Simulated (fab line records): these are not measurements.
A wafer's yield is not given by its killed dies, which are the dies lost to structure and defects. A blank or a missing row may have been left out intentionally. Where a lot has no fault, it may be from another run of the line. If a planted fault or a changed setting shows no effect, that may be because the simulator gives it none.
Problem report in the 8D (eight disciplines) form, filled by code :: flow sky130 :: the parts of the form that need people (team, actions taken, sign-off) are left out

1. WHAT IS WRONG
Wafers without a fault read 3.1 with a standard deviation of 1.9, while killed_at_M4_up at SKY_PAD_OPEN_PROBE_99 averages 55.3 across 3 wafers of 1 lot. That is +27 standard deviations from the usual mean.
First seen on wafer L537.1, day 47 02:38, on prober-02. The record holds 18 wafers of 6 lots with a number at this step. The rule behind "out" and "out of limits": a value lying over 4 standard deviations away from the usual mean. Any other wafer with a number is counted as sound.

2. WHAT IT IS; WHAT IT IS NOT
question: which readings at this step
is: killed_at_M4_up
is not: killed at contacts, killed at front end, killed at other, killed open, sort_bin_6_memory

question: which lots
is: L537
is not: L546, L548, L551, L553, L554

question: which wafers of those lots
is: all that have a number
is not: -

question: read on which tools
is: prober-02
is not: prober-01

question: when
is: from day 47 02:38
is not: up to then (0 sound wafers); but 15 sound wafers of L546, L548, L551, L553, L554 came after

3. THE SUSPECTS, EACH WITH WHAT RULES IT OUT
Counting: a tool at a process step up to the reading stays a suspect if it ran every lot that is out and no sound lot after the first of them.
- pvd sputter-04 at SKY_VIA3_SPUTTER_20 (material TiN, target thk 20 nm, time 80 s): ruled out as a lasting fault. Sound lots L551, L553 ran on it after its first lot that is out, L537 (day 41 06:27).
- rie metal-02 at SKY_METAL4_DESCUM_15 (chemistry O2, time 8 s): kept. It ran the lot that is out, L537 (day 43 07:04), and no sound lot after that.
- rie metal-01 at SKY_METAL4_METAL_ETCH_18 (etches the open film in Cl2/BCl3, stops on SiO2, target depth 845 nm, time 183.1 s): ruled out as a lasting fault. Sound lots L546 ran on it after its first lot that is out, L537 (day 43 07:13).
- wet bench-03 at SKY_METAL5_CLEAN_19 (cleans in O3/DIW): ruled out as a lasting fault. Sound lots L551, L553 ran on it after its first lot that is out, L537 (day 45 06:05).
- prober-02 at SKY_PAD_OPEN_PROBE_99: ruled out as a lasting fault. Sound lots L551 ran on it after its first lot that is out, L537 (day 47 02:38).
Remaining after the count: rie metal-02 at SKY_METAL4_DESCUM_15.

4. THE CAUSE (what the simulator had put in)
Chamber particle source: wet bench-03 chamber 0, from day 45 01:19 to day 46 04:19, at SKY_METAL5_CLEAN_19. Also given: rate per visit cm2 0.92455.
It was ruled out by counting, in error; the rule expects a fault to strike all lots run on its tool from its start on, and this fault did not.

5. THE EFFECT CHAIN, in route order
One row per reading whose mean, taken over the struck wafers that have a number, lies over 3 standard deviations from the usual. Scope: only readings with a usual standard deviation given in the record; hours: median across lots of the time from each lot's start at the first step in this table that gives one to its start at this step; sigmas: change in usual standard deviations.
hours: 0
step: SKY_PAD_OPEN_PROBE_99
reading: defect limited yield
usual: 82.8 %
on struck wafers: 74.5
change: -8.3
sigmas: -4.0

hours: 0
step: SKY_PAD_OPEN_PROBE_99
reading: killed_at_M4_up
usual: 3.1
on struck wafers: 55.3
change: +52.2
sigmas: +27

hours: 0
step: SKY_PAD_OPEN_PROBE_99
reading: killed dies
usual: 84
on struck wafers: 126
change: +42
sigmas: +4.2

hours: 0
step: SKY_PAD_OPEN_PROBE_99
reading: sort_bin_3_pad_short
usual: 0.9 %
on struck wafers: 2.9
change: +2.0
sigmas: +4.2

hours: 0
step: SKY_PAD_OPEN_PROBE_99
reading: sort_bin_5_function
usual: 10.1 %
on struck wafers: 15.9
change: +5.8
sigmas: +4.1

hours: 0
step: SKY_PAD_OPEN_PROBE_99
reading: sort n pass
usual: 408
on struck wafers: 366
change: -42
sigmas: -4.2

hours: 0
step: SKY_PAD_OPEN_PROBE_99
reading: sort yield pct
usual: 82.8 %
on struck wafers: 74.5
change: -8.3
sigmas: -4.0
Process steps it contains:
- SKY_PAD_OPEN_PROBE_99

6. WHAT WOULD HAVE CAUGHT IT SOONER
49 hours passed between the start of the fault at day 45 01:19 and the first reading out of limits in this record, taken at day 47 02:38.
